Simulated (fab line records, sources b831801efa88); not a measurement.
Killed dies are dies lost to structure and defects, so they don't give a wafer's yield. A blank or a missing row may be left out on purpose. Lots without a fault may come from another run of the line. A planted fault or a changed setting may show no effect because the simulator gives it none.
Chamber matching | flow sky130 | SKY_PASSIVATION_CVD_00 on pecvd-02: 3 sister chambers
The step deposits SiO2, target thk 90 nm. 6 wafers are shown with their chamber, then 7 later ones without.

WAFERS WITH THEIR CHAMBER
wafer  | chamber | heater_power_w (W)
L962.1 | 0       | 574
L966.4 | 1       | 735
L969.5 | 1       | 628
L969.6 | 2       | 537
L972.1 | 2       | 515
L972.4 | 0       | 649

WAFERS WITHOUT THEIR CHAMBER
wafer  | heater_power_w (W)
L972.5 | 737
L979.1 | 665
L979.5 | 615
L979.6 | 672
L982.2 | 601
L982.5 | 586
L982.6 | 539

WHICH CHAMBER EACH WENT THROUGH
wafer  | from the rows above          | in truth
L972.5 | can't be placed: 1 or 0      | 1
L979.1 | can't be placed: 1 or 0      | 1
L979.5 | can't be placed: 0 or 1 or 2 | 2
L979.6 | can't be placed: 1 or 0      | 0
L982.2 | can't be placed: 0 or 2 or 1 | 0
L982.5 | can't be placed: 0 or 2 or 1 | 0
L982.6 | can't be placed: 2 or 0      | 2
Placed correctly: 0 of 7. Can't be placed from these rows: 7 (the true chamber is among the candidates in 7). Placed wrongly: 0.
How it was worked out, from the rows above alone: a wafer's distance from a chamber is the root of the sum, over the readings, of the square of ((its reading less the chamber's mean) divided by the reading's scatter). The wafer belongs to the nearest chamber; if the next one is less than 2 further off, it can't be placed. A chamber's mean is the mean of its shown wafers. The scatter: the root of (the sum of the squares of (reading less its chamber's mean) over the shown wafers, divided by (wafers less chambers)).
